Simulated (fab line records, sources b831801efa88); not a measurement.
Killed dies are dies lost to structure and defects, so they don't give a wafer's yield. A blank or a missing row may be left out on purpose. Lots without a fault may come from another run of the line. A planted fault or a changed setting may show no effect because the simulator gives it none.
Which tool did it? | flow sky130 | 12 lots, 36 wafers sampled, at 2 steps of a route of 708

WHAT THE GAUGES READ, wafer by wafer
SKY_VIA3_THK_MEAS_01.
lot  | measured     | on            | VIA3_HDPCVD_THK (nm)
L730 | day 38 20:43 | film_metro-02 | 1618 1642 1635
L732 | day 39 10:42 | film_metro-02 | 1683 1650 1674
L733 | day 40 01:01 | film_metro-02 | 1639 1639 1640
L734 | day 40 09:11 | film_metro-02 | 1630 1636 1632
L736 | day 40 18:10 | film_metro-03 | 1634 1615 1617
L737 | day 41 04:37 | film_metro-02 | 1654 1627 1665
L739 | day 41 20:27 | film_metro-02 | 1649 1626 1637
L740 | day 42 02:54 | film_metro-03 | 1642 1633 1632
L745 | day 43 02:08 | film_metro-03 | 1612 1619 1624
L747 | day 43 15:19 | film_metro-03 | 1621 1619 1623
L750 | day 44 10:53 | film_metro-03 | 1630 1624 1627
L751 | day 44 17:52 | film_metro-04 | 1657 1634 1628

WHICH TOOL RAN EACH LOT (tool, then ch and the chambers of the sampled wafers, then the start)
lot  | SKY_METAL3_SPUTTER_03
L730 | pvd_sputter-01, day 36 15:46
L732 | pvd_sputter-02, day 37 06:39
L733 | pvd_sputter-01, day 37 20:56
L734 | pvd_sputter-01, day 38 05:07
L736 | pvd_sputter-01, day 38 14:54
L737 | pvd_sputter-04, day 39 01:20
L739 | pvd_sputter-02, day 39 18:22
L740 | pvd_sputter-04, day 40 01:17
L745 | pvd_sputter-04, day 41 01:56
L747 | pvd_sputter-04, day 41 14:29
L750 | pvd_sputter-02, day 42 11:09
L751 | pvd_sputter-02, day 42 19:10
- SKY_METAL3_SPUTTER_03: material Ti, target thk 5 nm, time 3.3 s.

WHAT THE TOOLS THEMSELVES READ (means of the sampled wafers that have a number; where no wafer has one, the mark that the record gives instead)
SKY_METAL3_SPUTTER_03.
lot  | tool           | throttle_valve_pct (%)
L730 | pvd_sputter-01 | 30.5
L732 | pvd_sputter-02 | 30.2
L733 | pvd_sputter-01 | 30.6
L734 | pvd_sputter-01 | 30.5
L736 | pvd_sputter-01 | 30.9
L737 | pvd_sputter-04 | 30.0
L739 | pvd_sputter-02 | 29.2
L740 | pvd_sputter-04 | 30.1
L745 | pvd_sputter-04 | 30.1
L747 | pvd_sputter-04 | 30.0
L750 | pvd_sputter-02 | 30.8
L751 | pvd_sputter-02 | 29.8

THE ANSWER, worked out from the rows above alone
Rule: what is usual is taken from the lots themselves. Put in order of their means at a reading, lots are off if they are a third of the lots or fewer, leave a main group of 4 or more, and stand apart from it by a gap of 3 or more times the standard deviation of the main group's means; of several such gaps the widest counts. A main group whose means are all the same, to the digits that the tables above print for the reading, isn't used. A lot without any number at a reading at which 4 lots or more have one is off too. The other lots that the step has rows for count as sound. The gauges are gone through in route order, then the tools' own readings, and for those a lot's mean is taken as printed above. The first step at which some lot is off is used, and at that step the reading that is off furthest; a lot without a number counts as furthest.
No lot is off at any reading shown: from this, nothing can be told.

WHAT THE SIMULATOR HAD PUT IN
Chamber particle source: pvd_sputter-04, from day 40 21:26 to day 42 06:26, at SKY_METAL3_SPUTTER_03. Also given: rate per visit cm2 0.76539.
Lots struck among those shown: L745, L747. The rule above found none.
